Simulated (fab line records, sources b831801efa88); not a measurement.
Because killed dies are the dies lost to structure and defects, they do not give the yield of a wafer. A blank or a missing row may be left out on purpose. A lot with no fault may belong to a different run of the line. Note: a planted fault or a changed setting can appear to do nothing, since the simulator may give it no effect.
A single fault, viewed from 2 desks ; flow gf180mcu ; each desk has only its own numbers; what lay behind them comes last

## FOR THE TOOL OWNER'S DESK: plasma_asher-02
The tool's own readings at GF_V5_STRIP_18 (strips in O2/N2): means of the sampled wafers that have a number, for each lot that ran on this tool. If a lot's mean is further than 4 standard deviations from the usual mean, the lot is out of limits and carries the mark OUT (the distance appears in the brackets).
Columns: A = drypump_motor_current_A at GF_V5_STRIP_18, usual 6.0 A; B = heater_power_w at GF_V5_STRIP_18, usual 359 W; C = oes_product_au at GF_V5_STRIP_18, usual 0.568 a.u.; D = platen_temp_c at GF_V5_STRIP_18, usual 250.00 C
lot;first seen here;A;B;C;D
L589;day 27 21:13;5.8;359;0.565;250.12
L590;day 28 05:36;5.8;358;0.563;250.27
L599;day 30 21:41;5.8;359;0.569;249.82
L600;day 31 03:45;5.8;358;0.569;249.77
L601;day 31 10:36;6.0;324;0.565;250.03
This desk's verdict: no lot among the 5 shows anything out of limits.

## METROLOGY DESK
What the gauges read for every lot (on any tool): the sampled wafers with a number, averaged. If a lot's mean is further than 4 standard deviations from the usual mean, the lot is out of limits and carries the mark OUT (the distance appears in the brackets).
Columns: A = V4_W_THK at GF_V4_THK_MEAS_25, usual 356 nm
lot;first seen here;A
L587;day 24 14:40;366
L589;day 25 03:30;353
L590;day 25 12:48;358
L591;day 25 22:59;361
L596;day 27 11:17;362
L597;day 27 16:40;354
L599;day 28 10:17;360
L600;day 28 17:33;348
L601;day 29 00:47;361
L603;day 29 19:32;350
L606;day 30 11:47;361
L607;day 30 17:03;350
L608;day 30 21:47;349
This desk's verdict: no lot among the 13 shows anything out of limits.

## TAKEN TOGETHER
Nothing out of limits was seen by the tool owner's desk.
From the metrology desk's view, nothing was out of limits.

## WHAT THE SIMULATOR HAD INSERTED
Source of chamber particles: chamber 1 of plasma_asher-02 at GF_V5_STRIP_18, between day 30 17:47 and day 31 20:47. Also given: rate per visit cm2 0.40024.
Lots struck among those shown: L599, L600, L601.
